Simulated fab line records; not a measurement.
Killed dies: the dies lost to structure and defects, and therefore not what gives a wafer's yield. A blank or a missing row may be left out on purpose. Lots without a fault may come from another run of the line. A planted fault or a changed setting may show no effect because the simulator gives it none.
Which tool did it? ; flow gf180mcu ; 13 lots with 39 wafers sampled at 4 steps, on a route of 602 steps

== WHAT EACH GAUGE READ, for each wafer ==
GF_DNWELL_TW_MEAS_09.
lot;measured;on;DNWELL_TW
L339;day 2 19:01;film-metro-02;1361 1369 1366
L341;day 3 07:55;film-metro-02;1347 1349 1350
L342;day 3 10:32;film-metro-02;1345 1350 1350
L343;day 3 15:02;film-metro-02;1353 1360 1367
L348;day 5 05:38;film-metro-04;1353 1358 1361
L349;day 5 05:53;film-metro-01;1513 1515 1507
L351;day 5 16:44;film-metro-02;1527 1535 1527
L353;day 6 04:20;film-metro-01;1352 1347 1354
L354;day 6 13:43;film-metro-01;1349 1348 1352
L357;day 7 02:04;film-metro-01;1349 1349 1353
L359;day 7 09:38;film-metro-01;1355 1355 1362
L361;day 7 16:23;film-metro-04;1368 1357 1366
L362;day 8 04:16;film-metro-02;1365 1356 1359

GF_V3_RS_MEAS_24: a four-point-probe measurement.
lot;measured;on;V3_W_RS (ohm/sq)
L339;day 22 00:05;film-metro-03;0.3294 0.3292 0.3303
L341;day 22 14:38;film-metro-02;0.3221 0.3233 0.3201
L342;day 23 06:13;film-metro-04;0.3215 0.3272 0.3222
L343;day 23 08:53;film-metro-03;0.3274 0.3279 0.3297
L348;day 25 21:04;film-metro-03;0.3255 0.3280 0.3228
L349;day 26 01:26;film-metro-02;0.3297 0.3245 0.3257
L351;day 27 00:55;film-metro-02;0.3243 0.3260 0.3271
L353;day 27 12:22;film-metro-02;0.3254 0.3224 0.3271
L354;day 28 05:36;film-metro-03;0.3282 0.3295 0.3273
L357;day 28 15:13;film-metro-02;0.3285 0.3242 0.3302
L359;day 29 05:01;film-metro-02;0.3218 0.3265 0.3298
L361;day 29 10:19;film-metro-04;0.3293 0.3277 0.3299
L362;day 30 00:39;film-metro-04;0.3320 0.3286 0.3288

== WHICH TOOL RAN EACH LOT (tool, then ch and the chambers of the sampled wafers, then the start) ==
lot;GF_DNWELL_IMPLANT_07;GF_M1_SPUTTER_01
L339;implanter-04 ch 0, day 2 18:46;pvd-sputter-03, day 15 20:32
L341;implanter-04 ch 0, day 3 07:40;pvd-sputter-04, day 16 09:19
L342;implanter-03 ch 0, day 3 10:17;pvd-sputter-03, day 17 00:14
L343;implanter-04 ch 0, day 3 14:49;pvd-sputter-04, day 17 02:25
L348;implanter-04 ch 0, day 5 05:23;pvd-sputter-04, day 19 19:20
L349;implanter-03 ch 0, day 5 05:40;pvd-sputter-03, day 20 00:19
L351;implanter-03 ch 0, day 5 16:29;pvd-sputter-01, day 21 01:49
L353;implanter-01 ch 0, day 6 04:05;pvd-sputter-03, day 21 15:43
L354;implanter-04 ch 0, day 6 13:29;pvd-sputter-01, day 22 10:37
L357;implanter-04 ch 0, day 7 01:50;pvd-sputter-03, day 23 01:28
L359;implanter-04 ch 0, day 7 09:23;pvd-sputter-01, day 23 16:22
L361;implanter-04 ch 0, day 7 16:08;pvd-sputter-01, day 23 22:34
L362;implanter-04 ch 0, day 8 04:01;pvd-sputter-01, day 24 14:43
- GF_DNWELL_IMPLANT_07
- GF_M1_SPUTTER_01: material TiN, target thk 30 nm, time 25 s.

== AS READ BY THE TOOLS THEMSELVES (means over the sampled wafers that have a number; for cases with no such wafer, the mark the record gives instead) ==
GF_DNWELL_IMPLANT_07.
lot;tool;beam-on-s (s);faraday-current-uA
L339;implanter-04;9.90;57.0
L341;implanter-04;10.08;56.1
L342;implanter-03;10.01;56.4
L343;implanter-04;9.92;57.0
L348;implanter-04;9.85;57.2
L349;implanter-03;14.19;39.7
L351;implanter-03;14.09;39.9
L353;implanter-01;10.05;56.1
L354;implanter-04;9.88;57.1
L357;implanter-04;9.94;56.7
L359;implanter-04;9.97;56.6
L361;implanter-04;10.18;55.4
L362;implanter-04;10.01;56.2

GF_M1_SPUTTER_01.
lot;tool;throttle-valve-pct (%)
L339;pvd-sputter-03;30.1
L341;pvd-sputter-04;29.4
L342;pvd-sputter-03;29.0
L343;pvd-sputter-04;29.4
L348;pvd-sputter-04;29.6
L349;pvd-sputter-03;28.9
L351;pvd-sputter-01;30.0
L353;pvd-sputter-03;28.8
L354;pvd-sputter-01;28.3
L357;pvd-sputter-03;29.4
L359;pvd-sputter-01;31.9
L361;pvd-sputter-01;29.5
L362;pvd-sputter-01;29.2

== THE ANSWER, worked out from the rows above alone ==
Rule: what is usual is taken from the lots themselves. Put in order of their means at a reading, lots are off if they are a third of the lots or fewer, leave a main group of 4 or more, and stand apart from it by a gap of 3 or more times the standard deviation of the main group's means; of several such gaps the widest counts. A main group is skipped when, at the precision printed for the reading in the tables above, its means are all equal. Also off: a lot with no number at a reading for which 4 or more lots have one. Where the step has rows for the other lots, those lots are counted as sound. First the gauges in route order, then the tools' own readings, where a lot's mean is used as printed above. The first step at which some lot is off is used, and at that step the reading that is off furthest; a lot without a number counts as furthest.
Off: L349, L351, seen at GF_DNWELL_TW_MEAS_09 (DNWELL_TW). The main group has a mean of 1356 with a standard deviation of 6.
A tool fits if, at a process step before that reading, it ran every lot that is off, and no sound lot after the first of them. The gauges at GF_DNWELL_TW_MEAS_09 aren't tried: what is off there is off at GF_DNWELL_IMPLANT_07 too, on other tools, and a gauge's error can't cause that. One fits: GF_DNWELL_IMPLANT_07 on implanter-03. Its last sound lot is L342 (day 3 10:17), its first lot that is off L349 (day 5 05:40): a fault that began between those two fits.
The tool's own readings at GF_DNWELL_IMPLANT_07 bear it out: on the lots that are off they differ by more than 5 times the standard deviation of the sound lots' means. beam-on-s reads 14.14 s there against 9.98 s on the sound lots; faraday-current-uA reads 39.8 there against 56.5 on the sound lots.

== WHAT HAD BEEN PUT IN BY THE SIMULATOR ==
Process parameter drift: implanter-03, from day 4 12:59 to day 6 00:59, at GF_DNWELL_IMPLANT_07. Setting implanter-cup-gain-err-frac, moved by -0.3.
Struck lots among those shown: L349, L351. The same result came from the rule above.
